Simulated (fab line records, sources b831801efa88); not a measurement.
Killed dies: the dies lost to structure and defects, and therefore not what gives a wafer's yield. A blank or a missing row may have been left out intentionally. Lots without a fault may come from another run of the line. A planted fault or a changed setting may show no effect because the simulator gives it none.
The same fault as seen by 2 desks || flow gf180mcu || only its own numbers are on each desk; what lay behind them is given at the end

FROM THE METROLOGY DESK
What the gauges read for every lot (on any tool): the sampled wafers with a number, averaged. Marked OUT: a lot whose mean sits more than 4 standard deviations from the usual mean, which makes it out of limits; the brackets give that distance.
Columns: A = STI_OXIDATION_THK at GF_STI_THK_MEAS_02, usual 10.18 nm; B = STI_OXIDATION_02_THK at GF_STI_THK_MEAS_30, usual 10.04 nm; C = POLY_GATE_OVL at GF_POLY_GATE_OVL_MEAS_11, usual -1 nm; D = SAB_CVD_00_THK at GF_SAB_THK_MEAS_01, usual 50.0 nm
{"lot": "L564", "first seen here": "day 1 14:51", "A": 10.39, "B": 10.26, "C": -1, "D": 50.7}
{"lot": "L567", "first seen here": "day 2 03:04", "A": 10.73, "B": 10.17, "C": 1, "D": 50.3}
{"lot": "L568", "first seen here": "day 2 07:31", "A": 10.16, "B": 10.18, "C": 4, "D": 49.9}
{"lot": "L569", "first seen here": "day 2 12:49", "A": 10.09, "B": 10.15, "C": -6, "D": 50.5}
{"lot": "L571", "first seen here": "day 2 22:59", "A": 10.31, "B": 10.02, "C": 5, "D": 49.8}
{"lot": "L572", "first seen here": "day 3 06:07", "A": 9.95, "B": 9.97, "C": -2, "D": 49.6}
{"lot": "L573", "first seen here": "day 3 09:02", "A": 10.07, "B": 9.87, "C": 7, "D": 50.6}
{"lot": "L574", "first seen here": "day 3 13:31", "A": 9.94, "B": 9.97, "C": 1, "D": 49.4}
{"lot": "L575", "first seen here": "day 3 18:31", "A": 9.82, "B": 9.82, "C": -0, "D": 50.5}
{"lot": "L576", "first seen here": "day 4 00:41", "A": 10.19, "B": 10.26, "C": -5, "D": 49.9}
{"lot": "L577", "first seen here": "day 4 05:53", "A": 10.42, "B": 10.00, "C": 1, "D": 49.9}
{"lot": "L582", "first seen here": "day 5 08:43", "A": 10.04, "B": 9.78, "C": -1, "D": "47.0 (-4.8) OUT"}
{"lot": "L584", "first seen here": "day 5 15:31", "A": 10.28, "B": 10.23, "C": -3, "D": "46.7 (-5.4) OUT"}
{"lot": "L587", "first seen here": "day 6 06:31", "A": 10.18, "B": 9.80, "C": -3, "D": 49.5}
This desk's finding: out of limits on L582, L584; first on L582, day 20 15:27 (SAB_CVD_00_THK at GF_SAB_THK_MEAS_01). L564, L567, L568, L569, L571, L572, L573, L574, L575, L576, L577, L587 stayed within limits.

AT THE TOOL OWNER'S DESK: pecvd-01
The tool's own readings at GF_SAB_CVD_00 (deposits SiO2 from TEOS, target thk 50 nm, time 4.9302 s): means of the sampled wafers that have a number, for each lot that ran on this tool. Marked OUT: a lot whose mean sits more than 4 standard deviations from the usual mean, which makes it out of limits; the brackets give that distance.
Columns: A = heater_power_outer_w at GF_SAB_CVD_00, usual 369 W; B = heater_power_w at GF_SAB_CVD_00, usual 620 W
{"lot": "L564", "first seen here": "day 14 05:58", "A": 310, "B": 505}
{"lot": "L567", "first seen here": "day 15 06:47", "A": 356, "B": 581}
{"lot": "L582", "first seen here": "day 20 15:26", "A": 342, "B": 556}
{"lot": "L584", "first seen here": "day 21 04:20", "A": 342, "B": 564}
This desk's finding: nothing out of limits on any of the 4 lots.

BROUGHT TOGETHER
Metrology desk: alarm possible at day 20 15:27 on L582, L584.
Nothing out of limits was seen by the tool owner's desk.
On record at the tool owner's desk: L582, L584, within its limits.
On pecvd-01, each named lot ran GF_SAB_CVD_00.

WHAT HAD BEEN PUT IN BY THE SIMULATOR
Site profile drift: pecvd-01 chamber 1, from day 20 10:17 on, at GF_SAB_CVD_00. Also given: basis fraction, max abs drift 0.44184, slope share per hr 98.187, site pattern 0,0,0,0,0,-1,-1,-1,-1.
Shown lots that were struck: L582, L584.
Hours from the fault's start to each desk's first reading out of limits: the metrology desk, 5.
